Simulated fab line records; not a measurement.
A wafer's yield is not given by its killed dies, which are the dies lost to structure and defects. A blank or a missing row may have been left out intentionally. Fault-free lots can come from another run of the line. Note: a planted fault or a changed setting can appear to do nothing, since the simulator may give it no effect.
One fault through the eyes of 2 desks / flow gf180mcu / every desk sees just its own numbers, and what lay behind them comes last

## AT THE METROLOGY DESK
Lot by lot, what the gauges showed, no matter which tool ran the lot: averages of those sampled wafers that carry a number. Marked OUT: a lot whose mean sits more than 4 standard deviations from the usual mean, which makes it out of limits; the brackets give that distance.
Columns: A = V3_BOW at GF_V3_BOW_MEAS_05, usual 114 um; B = cd_nm at GF_V3_CD_MEAS_14, usual 260.1 nm; C = V3_OVL at GF_V3_OVL_MEAS_15, usual -3 nm
lot=L134; first seen here=day 24 11:22; A=113; B=261.6; C=5
lot=L136; first seen here=day 24 17:23; A=108; B=259.1; C=-6
lot=L137; first seen here=day 24 23:23; A=121; B=260.1; C=5
lot=L138; first seen here=day 25 10:27; A=117; B=260.4; C=-7
lot=L141; first seen here=day 26 10:20; A=118; B=259.6; C=-8
Finding of this desk: none of the 5 lots has anything out of limits.

## DESK OF THE TOOL OWNER: rie_diel-04
The tool's own readings at GF_V3_ETCH_17 (etches SiO2 in C4F8/O2/Ar, stops on TiN, target depth 635 nm): means of the sampled wafers that have a number, for each lot that ran on this tool. Marked OUT: a lot whose mean sits more than 4 standard deviations from the usual mean, which makes it out of limits; the brackets give that distance.
Columns: A = bias_w at GF_V3_ETCH_17, usual 1200 W; B = oes_product_au at GF_V3_ETCH_17, usual 0.856 a.u.
lot=L136; first seen here=day 25 15:00; A=1197; B=0.857
lot=L137; first seen here=day 25 21:00; A=1200; B=0.859
lot=L141; first seen here=day 27 06:00; A=1241 (+11) OUT; B=0.855
This desk finds L141 out of limits, L141 being first, at day 27 06:00 (bias_w at GF_V3_ETCH_17). L136, L137 stayed within limits.

## TAKEN TOGETHER
The tool owner's desk could have raised an alarm at day 27 06:00, on L141.
At the metrology desk, nothing out of limits was observed.
The metrology desk has L141 on record, within its limits.
On rie_diel-04, each named lot ran GF_V3_ETCH_17.

## WHAT THE SIMULATOR HAD PUT IN
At GF_V3_ETCH_17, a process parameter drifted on rie_diel-04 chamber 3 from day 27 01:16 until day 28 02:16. The setting bias_w was moved by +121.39, starting from 1200. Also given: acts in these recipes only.
Lots struck among those shown: L141.
Delay in hours, fault start to first out-of-limits reading, by desk: the tool owner's desk at 5.
